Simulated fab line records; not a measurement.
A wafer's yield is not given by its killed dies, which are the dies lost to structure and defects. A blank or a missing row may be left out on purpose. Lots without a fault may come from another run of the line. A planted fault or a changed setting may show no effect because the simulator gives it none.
Which tool is to blame? / flow gf180mcu / at 1 step of a route of 602, 12 lots with 36 wafers sampled

WHAT EACH GAUGE READ, for each wafer
GF_V2_BOW_MEAS_05.
lot=L075; measured=day 20 00:49; on=film-metro-04; V2_BOW (um)=112 105 109
lot=L077; measured=day 20 15:41; on=film-metro-01; V2_BOW (um)=96 89 86
lot=L079; measured=day 21 11:36; on=film-metro-03; V2_BOW (um)=101 99 104
lot=L081; measured=day 22 00:25; on=film-metro-01; V2_BOW (um)=88 83 96
lot=L083; measured=day 22 13:14; on=film-metro-03; V2_BOW (um)=91 93 101
lot=L085; measured=day 23 07:02; on=film-metro-04; V2_BOW (um)=102 102 97
lot=L087; measured=day 24 06:14; on=film-metro-01; V2_BOW (um)=110 104 89
lot=L089; measured=day 24 18:32; on=film-metro-03; V2_BOW (um)=108 97 98
lot=L091; measured=day 25 07:44; on=film-metro-03; V2_BOW (um)=90 89 92
lot=L093; measured=day 26 00:10; on=film-metro-03; V2_BOW (um)=94 97 96
lot=L095; measured=day 26 13:25; on=film-metro-04; V2_BOW (um)=116 111 109
lot=L097; measured=day 27 00:22; on=film-metro-04; V2_BOW (um)=85 90 84

TOOL THAT RAN EACH LOT (tool first, then ch and the chambers of the sampled wafers, then the start)
No process step before these readings appears in the record.

THE ANSWER, worked out from the rows above alone
Rule: what is usual is taken from the lots themselves. The widest of any qualifying gaps counts: lots, ordered by their means at a reading, are off when they make up no more than a third of the lots, leave a main group of 4 or more, and stand apart from it by 3 or more times the standard deviation of that group's means. A main group whose means are all the same, to the digits that the tables above print for the reading, isn't used. Also off: a lot with no number at a reading for which 4 or more lots have one. Where the step has rows for the other lots, those lots are counted as sound.
No lot is off on any of the readings shown, so nothing can be concluded from this.

WHAT HAD BEEN PUT IN BY THE SIMULATOR
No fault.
